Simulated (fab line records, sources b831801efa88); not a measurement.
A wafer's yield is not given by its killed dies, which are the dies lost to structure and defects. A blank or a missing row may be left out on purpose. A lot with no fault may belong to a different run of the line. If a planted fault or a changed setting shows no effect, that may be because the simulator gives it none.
fab line records + flow sky130
[record]
- lots = 7
- wafers = 19
- last_day = 48
route steps=708 shown SONOS_TUNNEL@166 SONOS_ONO@168
lots that met no fault: from a run of the same line without faults
start_h: hours from the record's opening day to when the first of the lot's shown wafers began + wait_h: time in hours since the lot's previous step + " unchanged from the row above + L1.1+2: several wafers, shown together as one row + - either no value or no given start + * or withheld: withheld + < > ~ a bound
route shown NAME@n: names a module that has steps shown in the file, with the first one's number in the route + usual: mean and standard deviation over wafers with no fault + same: alike in all rows + chamber/n: place in a boat + sites: readings site by site + _std_site: standard deviation across them + _edge_site: outer sites' mean less inner sites' + radius_mm: for every site, how far away it sits from the centre of the wafer + mask NAME#n: copy n + behind: the last tool/chamber to shape the wafer + hold: reason for holding the lot/hours on hold/outcome of the hold + device: names the non-switching transistor (n, p or np) + end of line: tests run on the same wafers once the route is complete + a step with no rows: only its recipe + killed: the dies lost at the first sort to structure and to defects; this is not the yield of the wafer + map: per-die view of a wafer (x killed, . not killed, _ where there is no die)
set.NAME: the setting as run; set.NAME@STEP: as run at that earlier step + model.NAME: the simulator's own value behind a step, which no gauge read
a table for each step, a row for each wafer; lots at some steps of the route
services: from which hour (start_h, from the record's first day; less than 0 if before it) a tool's chamber was out of use, for how many hours, and why
[[steps]]
[step SKY_SONOS_TUNNEL_TW_MEAS_12]
[usual]
- SONOS_TUNNEL_TW = 197.7/1.5
| lot.wafer | tool          | chamber | start_h | wait_h | SONOS_TUNNEL_TW |
|-----------|---------------|---------|---------|--------|-----------------|
| L848.2    | film_metro-03 | -       | 264.93  | 0.0    | 198.7           |
| L848.4    | "             | -       | "       | "      | 198.9           |
| L848.6    | "             | -       | "       | "      | 198.6           |
| L850.2    | film_metro-02 | -       | 273.42  | 0.0    | 197.2           |
| L850.3    | "             | -       | "       | "      | 197.7           |
| L850.4    | "             | -       | "       | "      | 197.7           |
| L854.1    | film_metro-03 | -       | 307.09  | 0.0    | 201.3           |
| L854.3    | "             | -       | "       | "      | 200.4           |
| L854.4    | "             | -       | "       | "      | 200.9           |
| L856.2    | film_metro-03 | -       | 316.87  | 0.0    | 199.7           |
| L856.3    | "             | -       | "       | "      | 197.7           |
| L856.5    | "             | -       | "       | "      | 199.3           |
| L858.3    | film_metro-01 | -       | 334.03  | 0.0    | 195.6           |
| L858.4    | "             | -       | "       | "      | 195.8           |
| L860.3    | film_metro-02 | -       | 348.74  | 0.0    | 197.1           |
| L860.4    | "             | -       | "       | "      | 198.1           |
| L861.4    | film_metro-02 | -       | 359.43  | 0.0    | 197.6           |
| L861.5    | "             | -       | "       | "      | 197.4           |
| L861.6    | "             | -       | "       | "      | 197.8           |
[step SKY_SONOS_TUNNEL_CLEAN_13]
[recipe]
- chemistry = dHF
- time_s = 20
- dilution = 100:1
- dry = ipa_marangoni
[step SKY_SONOS_ONO_OXIDATION_00]
[recipe]
- temp_c = 800
- ambient = O2
- idle_temp_c = 700
- ramp_up_c_per_min = 10
- ramp_down_c_per_min = 3
- stabilise_s = 600
- purge_s = 300
- target_thk_a = 26
- ox_time_s = 1249
[step SKY_SONOS_ONO_THK_MEAS_01]
[recipe]
- reads = SiO2_of_SONOS_ONO_OXIDATION_00
[usual]
- SONOS_ONO_OXIDATION_THK = 2.61/0.06
| lot.wafer | tool          | chamber | start_h | wait_h | SONOS_ONO_OXIDATION_THK[nm] |
|-----------|---------------|---------|---------|--------|-----------------------------|
| L848.2    | film_metro-04 | -       | 267.38  | 0.0    | 2.65                        |
| L848.4    | "             | -       | "       | "      | 2.67                        |
| L848.6    | "             | -       | "       | "      | 2.63                        |
| L850.2    | film_metro-01 | -       | 277.75  | 0.0    | 2.62                        |
| L850.3    | "             | -       | "       | "      | 2.64                        |
| L850.4    | "             | -       | "       | "      | 2.68                        |
| L854.1    | film_metro-04 | -       | 309.39  | 0.0    | 2.64                        |
| L854.3    | "             | -       | "       | "      | 2.65                        |
| L854.4    | "             | -       | "       | "      | 2.61                        |
| L856.2    | film_metro-04 | -       | 319.84  | 0.0    | 2.66                        |
| L856.3    | "             | -       | "       | "      | 2.60                        |
| L856.5    | "             | -       | "       | "      | 2.61                        |
| L858.3    | film_metro-04 | -       | 336.75  | 0.0    | 2.66                        |
| L858.4    | "             | -       | "       | "      | 2.62                        |
| L860.3    | film_metro-02 | -       | 350.17  | 0.0    | 2.63                        |
| L860.4    | "             | -       | "       | "      | 2.62                        |
| L861.4    | film_metro-02 | -       | 361.09  | 0.0    | 2.50                        |
| L861.5    | "             | -       | "       | "      | 2.67                        |
| L861.6    | "             | -       | "       | "      | 2.52                        |
[step SKY_SONOS_ONO_CVD_02]
[recipe]
- material = Si3N4
- precursor = DCS/NH3
- target_thk_nm = 10.5
- temp_c = 770
- time_s = 180
- pressure_mtorr = 250
[step SKY_SONOS_ONO_THK_MEAS_03]
[recipe]
- reads = Si3N4_of_SONOS_ONO_CVD_02
[usual]
- SONOS_ONO_CVD_02_THK = 10.49/0.16
| lot.wafer | tool          | chamber | start_h | wait_h | SONOS_ONO_CVD_02_THK[nm] |
|-----------|---------------|---------|---------|--------|--------------------------|
| L848.2    | film_metro-04 | -       | 268.75  | 0.0    | 10.62                    |
| L848.4    | "             | -       | "       | "      | 10.57                    |
| L848.6    | "             | -       | "       | "      | 10.54                    |
| L850.2    | film_metro-04 | -       | 278.86  | 0.0    | 10.64                    |
| L850.3    | "             | -       | "       | "      | 10.62                    |
| L850.4    | "             | -       | "       | "      | 10.73                    |
| L854.1    | film_metro-01 | -       | 311.50  | 0.0    | 10.55                    |
| L854.3    | "             | -       | "       | "      | 10.61                    |
| L854.4    | "             | -       | "       | "      | 10.61                    |
| L856.2    | film_metro-01 | -       | 321.83  | 0.0    | 10.26                    |
| L856.3    | "             | -       | "       | "      | 10.26                    |
| L856.5    | "             | -       | "       | "      | 10.45                    |
| L858.3    | film_metro-02 | -       | 338.69  | 0.0    | 10.40                    |
| L858.4    | "             | -       | "       | "      | 10.21                    |
| L860.3    | film_metro-02 | -       | 352.25  | 0.0    | 10.33                    |
| L860.4    | "             | -       | "       | "      | 10.42                    |
| L861.4    | film_metro-02 | -       | 362.20  | 0.0    | 10.42                    |
| L861.5    | "             | -       | "       | "      | 10.42                    |
| L861.6    | "             | -       | "       | "      | 10.52                    |
[step SKY_SONOS_ONO_CVD_04]
[recipe]
- material = SiO2
- precursor = SiH4/N2O
- target_thk_nm = 5.7199
- temp_c = 900
- pressure_mtorr = 400
[step SKY_SONOS_ONO_THK_MEAS_05]
[recipe]
- reads = SiO2_of_SONOS_ONO_CVD_04
[usual]
- SONOS_ONO_CVD_04_THK = 5.64/0.1
| lot.wafer | tool          | chamber | start_h | wait_h | SONOS_ONO_CVD_04_THK[nm] |
|-----------|---------------|---------|---------|--------|--------------------------|
| L848.2    | film_metro-02 | -       | 270.06  | 0.0    | 5.66                     |
| L848.4    | "             | -       | "       | "      | 5.63                     |
| L848.6    | "             | -       | "       | "      | 5.66                     |
| L850.2    | film_metro-02 | -       | 280.17  | 0.0    | 5.47                     |
| L850.3    | "             | -       | "       | "      | 5.58                     |
| L850.4    | "             | -       | "       | "      | 5.64                     |
| L854.1    | film_metro-02 | -       | 312.81  | 0.0    | 5.56                     |
| L854.3    | "             | -       | "       | "      | 5.58                     |
| L854.4    | "             | -       | "       | "      | 5.64                     |
| L856.2    | film_metro-01 | -       | 323.14  | 0.0    | 5.65                     |
| L856.3    | "             | -       | "       | "      | 5.67                     |
| L856.5    | "             | -       | "       | "      | 5.65                     |
| L858.3    | film_metro-04 | -       | 340.00  | 0.0    | 5.59                     |
| L858.4    | "             | -       | "       | "      | 5.58                     |
| L860.3    | film_metro-01 | -       | 353.76  | 0.0    | 5.64                     |
| L860.4    | "             | -       | "       | "      | 5.71                     |
| L861.4    | film_metro-04 | -       | 363.51  | 0.0    | 5.58                     |
| L861.5    | "             | -       | "       | "      | 5.84                     |
| L861.6    | "             | -       | "       | "      | 5.67                     |
[step SKY_SONOS_ONO_DEHYDRATE_06]
[recipe]
- temp_c = 200
- time_s = 60
[step SKY_SONOS_ONO_HMDS_07]
[recipe]
- prime_time_s = 60
- prime_temp_c = 120
[step SKY_SONOS_ONO_COAT_08]
[recipe]
- resist = NOVOLAK
- spin_rpm = 3000
- resist_thk_nm = 1140
[step SKY_SONOS_ONO_SOFTBAKE_09]
[recipe]
- temp_c = 90
- time_s = 60
- resist = NOVOLAK
[step SKY_SONOS_ONO_EXPOSE_10]
[recipe]
- mask_id = ONOM
- target_cd_nm = 410
- na = 0.6
- source_shape = conventional
- sigma_outer = 0.6
- dose_mj = 150
| lot.wafer  | tool             | chamber | start_h | wait_h | mask   |
|------------|------------------|---------|---------|--------|--------|
| L848.2+4+6 | iline_stepper-02 | 0       | 281.99  | -      | ONOM#0 |
| L850.2+3+4 | iline_stepper-01 | 0       | 292.62  | -      | ONOM#0 |
| L854.1+3+4 | iline_stepper-02 | 0       | 325.61  | -      | ONOM#0 |
| L856.2+3+5 | iline_stepper-02 | 0       | 336.19  | -      | ONOM#0 |
| L858.3+4   | iline_stepper-02 | 0       | 353.89  | -      | ONOM#0 |
| L860.3+4   | iline_stepper-02 | 0       | 367.94  | -      | ONOM#0 |
| L861.4+5+6 | iline_stepper-01 | 0       | 377.97  | -      | ONOM#0 |
[step SKY_SONOS_ONO_PEB_11]
[recipe]
- temp_c = withheld
- time_s = *
- resist = NOVOLAK
[step SKY_SONOS_ONO_DEVELOP_12]
[recipe]
- develop_time_s = 60
- dev_temp_c = 23
[step SKY_SONOS_ONO_CD_MEAS_13]
[recipe]
- target_cd_nm = 410
[usual]
- cd_nm = 410.2/2.3
| lot.wafer | tool      | chamber | start_h | wait_h | cd_nm |
|-----------|-----------|---------|---------|--------|-------|
| L848.2    | cd_sem-01 | -       | 294.29  | 0.1    | 412.9 |
| L848.4    | "         | -       | "       | "      | 414.1 |
| L848.6    | "         | -       | "       | "      | 411.0 |
| L850.2    | cd_sem-01 | -       | 304.84  | 0.1    | 409.2 |
| L850.3    | "         | -       | "       | "      | 409.4 |
| L850.4    | "         | -       | "       | "      | 409.8 |
| L854.1    | cd_sem-01 | -       | 338.64  | 0.1    | 408.5 |
| L854.3    | "         | -       | "       | "      | 407.0 |
| L854.4    | "         | -       | "       | "      | 407.6 |
| L856.2    | cd_sem-01 | -       | 348.79  | 0.1    | 355.7 |
| L856.3    | "         | -       | "       | "      | 415.1 |
| L856.5    | "         | -       | "       | "      | 413.1 |
| L858.3    | cd_sem-02 | -       | 368.11  | 0.1    | 406.1 |
| L858.4    | "         | -       | "       | "      | 348.6 |
| L860.3    | cd_sem-02 | -       | 382.63  | 0.1    | 409.2 |
| L860.4    | "         | -       | "       | "      | 346.3 |
| L861.4    | cd_sem-01 | -       | 392.58  | 0.1    | 405.7 |
| L861.5    | "         | -       | "       | "      | 406.6 |
| L861.6    | "         | -       | "       | "      | 408.0 |
[step SKY_SONOS_ONO_OVL_MEAS_14]
[usual]
- SONOS_ONO_OVL = 0.3/1.5
| lot.wafer | tool       | chamber | start_h | wait_h | SONOS_ONO_OVL[nm] |
|-----------|------------|---------|---------|--------|-------------------|
| L848.2    | overlay-01 | -       | 294.40  | 0.1    | -0.6              |
| L848.4    | "          | -       | "       | "      | 0.0               |
| L848.6    | "          | -       | "       | "      | -2.6              |
| L850.2    | overlay-02 | -       | 304.95  | 0.1    | 0.8               |
| L850.3    | "          | -       | "       | "      | 0.8               |
| L850.4    | "          | -       | "       | "      | 1.8               |
| L854.1    | overlay-01 | -       | 338.76  | 0.1    | 0.5               |
| L854.3    | "          | -       | "       | "      | -0.6              |
| L854.4    | "          | -       | "       | "      | 0.4               |
| L856.2    | overlay-01 | -       | 348.90  | 0.1    | 1.6               |
| L856.3    | "          | -       | "       | "      | 3.5               |
| L856.5    | "          | -       | "       | "      | 1.6               |
| L858.3    | overlay-01 | -       | 368.20  | 0.1    | -0.4              |
| L858.4    | "          | -       | "       | "      | -1.7              |
| L860.3    | overlay-02 | -       | 382.72  | 0.1    | 1.1               |
| L860.4    | "          | -       | "       | "      | 1.8               |
| L861.4    | overlay-02 | -       | 392.66  | 0.1    | 0.5               |
| L861.5    | "          | -       | "       | "      | -0.2              |
| L861.6    | "          | -       | "       | "      | -0.2              |
[step SKY_SONOS_ONO_ETCH_15]
[recipe]
- target_depth_nm = 19.52
- chemistry = CHF3/O2
- source_w = 600
- bias_w = 200
- pressure_mtorr = 40
- chf3_flow_sccm = 50
- O2_flow_sccm = 5
- time_s = 7.8
[usual]
- drypump_motor_current_A = 5.6/0.45
- oes_product_au = 0.996/0.0091
- throttle_valve_pct = 8.825/0.0093
| lot.wafer | tool        | chamber | start_h | wait_h | drypump_motor_current_A | oes_product_au | rf_hours_counter_h | throttle_valve_pct | model.SONOS_ONO.cd_nm |
|-----------|-------------|---------|---------|--------|-------------------------|----------------|--------------------|--------------------|-----------------------|
| L848.2    | rie_diel-03 | 2       | 294.43  | 0.0    | 6.0                     | 1.000          | 41                 | 8.826              | 413.3                 |
| L848.4    | "           | 0       | "       | "      | 6.2                     | 1.008          | 65                 | 8.812              | 413.8                 |
| L848.6    | "           | 0       | "       | "      | 6.2                     | 0.999          | -                  | 8.832              | 411                   |
| L850.2    | rie_diel-01 | 2       | 304.98  | 0.0    | 5.8                     | 0.999          | 63                 | 8.820              | 409.2                 |
| L850.3    | "           | 3       | "       | "      | 5.1                     | 0.991          | 85                 | 8.835              | 409.5                 |
| L850.4    | "           | 0       | "       | "      | 5.0                     | 1.002          | 4                  | 8.819              | 409.7                 |
| L854.1    | rie_diel-04 | 0       | 338.79  | 0.0    | 5.9                     | 0.996          | 0                  | 8.825              | 408.7                 |
| L854.3    | "           | 2       | "       | "      | 5.6                     | 0.990          | 88                 | 8.820              | 407.2                 |
| L854.4    | "           | 1       | "       | "      | 5.9                     | 0.998          | 11                 | 8.814              | 407.8                 |
| L856.2    | rie_diel-01 | 0       | 348.93  | 0.0    | 4.9                     | 0.996          | 5                  | 8.812              | 355.9                 |
| L856.3    | "           | 3       | "       | "      | 5.0                     | 0.992          | 86                 | 8.831              | 415.1                 |
| L856.5    | "           | 3       | "       | "      | 5.0                     | 0.986          | -                  | 8.814              | 413.4                 |
| L858.3    | rie_diel-04 | 3       | 368.23  | 0.0    | 5.0                     | 0.985          | 31                 | 8.833              | 406.1                 |
| L858.4    | "           | 2       | "       | "      | 5.6                     | 0.985          | 89                 | 8.807              | 348.6                 |
| L860.3    | rie_diel-03 | 2       | 382.74  | 0.0    | 6.0                     | 0.997          | 42                 | 8.831              | 409.2                 |
| L860.4    | "           | 3       | "       | "      | 6.1                     | 0.996          | -                  | 8.818              | 346.2                 |
| L861.4    | rie_diel-03 | 3       | 392.69  | 0.0    | 6.1                     | 0.981          | -                  | 8.824              | 406.1                 |
| L861.5    | "           | 2       | "       | "      | 6.0                     | 0.997          | -                  | 8.822              | 406.6                 |
| L861.6    | "           | 1       | "       | "      | 6.0                     | 1.002          | -                  | 8.814              | 408.1                 |
[step SKY_SONOS_ONO_WET_ETCH_16]
[recipe]
- chemistry = dHF
- target_depth_nm = 14
- dry = n2_spin
- target = SiO2
- dilution = 100:1
- temp_c = 25
- time_s = 280
[[services]]
| tool             | chamber | start_h | hours | kind           |
|------------------|---------|---------|-------|----------------|
| rie_diel-04      | 1       | 264.74  | 13.3  | repair         |
| rie_diel-04      | 2       | 271.91  | 2.7   | repair         |
| rie_diel-01      | -       | 294.88  | 0.2   | repair         |
| iline_stepper-01 | -       | 300.47  | 28.9  | pm             |
| rie_diel-04      | 0       | 309.68  | -     | clean          |
| rie_diel-04      | 0       | 309.68  | 26.2  | scheduled_down |
| rie_diel-04      | 0       | 309.68  | 26.2  | vent_cycle     |
| rie_diel-01      | -       | 332.52  | 1.5   | repair         |
| iline_stepper-01 | 0       | 337.36  | -     | calibration    |
| rie_diel-01      | -       | 359.16  | 0.2   | repair         |
| rie_diel-03      | -       | 361.93  | 0.1   | repair         |
| rie_diel-01      | 1       | 363.39  | 16.1  | repair         |
| iline_stepper-02 | 0       | 363.73  | -     | calibration    |
| rie_diel-03      | 0       | 379.67  | 29.3  | repair         |
[[key]]
[first_sign]
- step = SKY_SONOS_ONO_CD_MEAS_13
- reading = cd_nm
- direction = down
- sigmas = 26
- usual = 410.2
- struck = 350.2
effect none on later readings
[model_effect]
- step = SKY_SONOS_ONO_ETCH_15
- value = SONOS_ONO.cd_nm
- without = 409.8
- struck = 350.2
met_at SKY_SONOS_ONO_EXPOSE_10
struck_wafers L856.2,L858.4,L860.4
sort_left_out L858.4,L860.4
tester_left_out L856,L858,L860
onset_between 325.61 336.19
[fault]
- kind = process_parameter_drift
- tool = iline_stepper-02
- chamber = -
- onset_h = 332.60
- steps = SKY_SONOS_ONO_EXPOSE_10
- channel = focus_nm
- offset = 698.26
- shape = step
- end_h = 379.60
- scope = struck_wafers_only
// tester_left_out: of these lots the tester's yield and bins aren't shown, on N5 and GAA mostly nor the transistor test; their killed dies are dies lost to structure and defects alone, not to doping, threshold or leakage, so they don't give the yield
// sort_left_out: the simulated sort isn't trusted on such a fault, so these wafers' sort isn't shown, and their yield isn't known
